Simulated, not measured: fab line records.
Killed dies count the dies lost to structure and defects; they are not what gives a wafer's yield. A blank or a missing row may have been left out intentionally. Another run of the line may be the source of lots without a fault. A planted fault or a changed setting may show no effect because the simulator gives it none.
8D (eight disciplines) problem report, filled in by code / flow gf180mcu / the parts of the form that need people (team, actions taken, sign-off) are left out

1. PROBLEM STATEMENT
POLY_GATE_CVD_00_THK at GF_POLY_GATE_THK_MEAS_01 reads a mean of 252.5 nm on 3 wafers of 1 lot; wafers without a fault read 199.7 nm with a standard deviation of 1.5. Relative to the usual mean, that is a shift of +35 standard deviations.
First observed at day 13 14:36: wafer L450.1, on film-metro-01. The record has a number at this step for 36 wafers belonging to 12 lots. The rule behind "out" and "out of limits": a value lying over 4 standard deviations away from the usual mean. The rest of the wafers with a number are treated as sound.

2. WHAT IT IS AND WHAT IT IS NOT
question=which readings at this step; is=POLY_GATE_CVD_00_THK; is not=-
question=which lots; is=L450; is not=L432, L433, L434, L435, L436, L438, L439, L440, L441, L442, L447
question=which wafers of those lots; is=all that have a number; is not=-
question=read on which gauges; is=film-metro-01; is not=film-metro-02, film-metro-04
question=when; is=from day 13 14:36; is not=up to then (33 sound wafers)

3. THE SUSPECTS, EACH WITH WHAT RULES IT OUT
Counting: a tool at a process step up to the reading stays a suspect if it ran every lot that is out and no sound lot after the first of them.
- the gauge at GF_POLY_GATE_THK_MEAS_01: kept. All the wafers that are out were read on film-metro-01, and no step on other tools shows them out.
- plasma-asher-04 at GF_VT_IMPLANT_STRIP_09 (strips in O2/N2): kept. It ran the lot that is out, L450 (day 10 04:41), and no sound lot after that; its last sound lot up to then is L435 (day 6 09:26).
- plasma-asher-01 at GF_DUAL_GATE_STRIP_13 (strips in O2/N2): kept. It ran the lot that is out, L450 (day 13 11:34), and no sound lot after that; its last sound lot up to then is L440 (day 10 11:11).
- lpcvd-01 at GF_POLY_GATE_CVD_00 (deposits poly-Si, target thk 200 nm, time 1200 s): kept. It ran the lot that is out, L450 (day 13 13:16), and no sound lot after that; its last sound lot up to then is L447 (day 12 16:28).
Left after counting: plasma-asher-04 at GF_VT_IMPLANT_STRIP_09, plasma-asher-01 at GF_DUAL_GATE_STRIP_13, lpcvd-01 at GF_POLY_GATE_CVD_00, film-metro-01 at GF_POLY_GATE_THK_MEAS_01.

4. THE CAUSE (what the simulator had put in)
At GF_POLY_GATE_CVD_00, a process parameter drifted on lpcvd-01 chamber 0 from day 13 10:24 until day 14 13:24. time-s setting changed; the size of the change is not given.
Counting left 4 suspects, and this tool is among them.

5. THE CHAIN OF EFFECTS, in route order
Each row: a reading whose mean over the struck wafers that have a number lies more than 3 standard deviations from the usual. Only readings for which the record gives a usual standard deviation are gone through. hours: the time from each lot's start at the first step in this table that gives one to its start at this step, as a median over the lots. sigmas: the change in usual standard deviations.
hours=0; step=GF_POLY_GATE_THK_MEAS_01; reading=POLY_GATE_CVD_00_THK; usual=199.7 nm; on struck wafers=252.5; change=+52.8; sigmas=+35

6. HOW IT WOULD HAVE BEEN CAUGHT EARLIER
4 hours passed between the start of the fault at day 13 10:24 and the first reading out of limits at a measuring or inspecting step in this record, taken at day 13 14:36.
Tool readings at GF_POLY_GATE_CVD_00 with a usual standard deviation given in the record: none out on any struck wafer, hence no alarm at a limit of 4 standard deviations on them.
Lots out: 1; all had begun GF_POLY_GATE_CVD_00 on lpcvd-01 by day 13 14:36. None of them would have been spared by holding the tool at that moment.
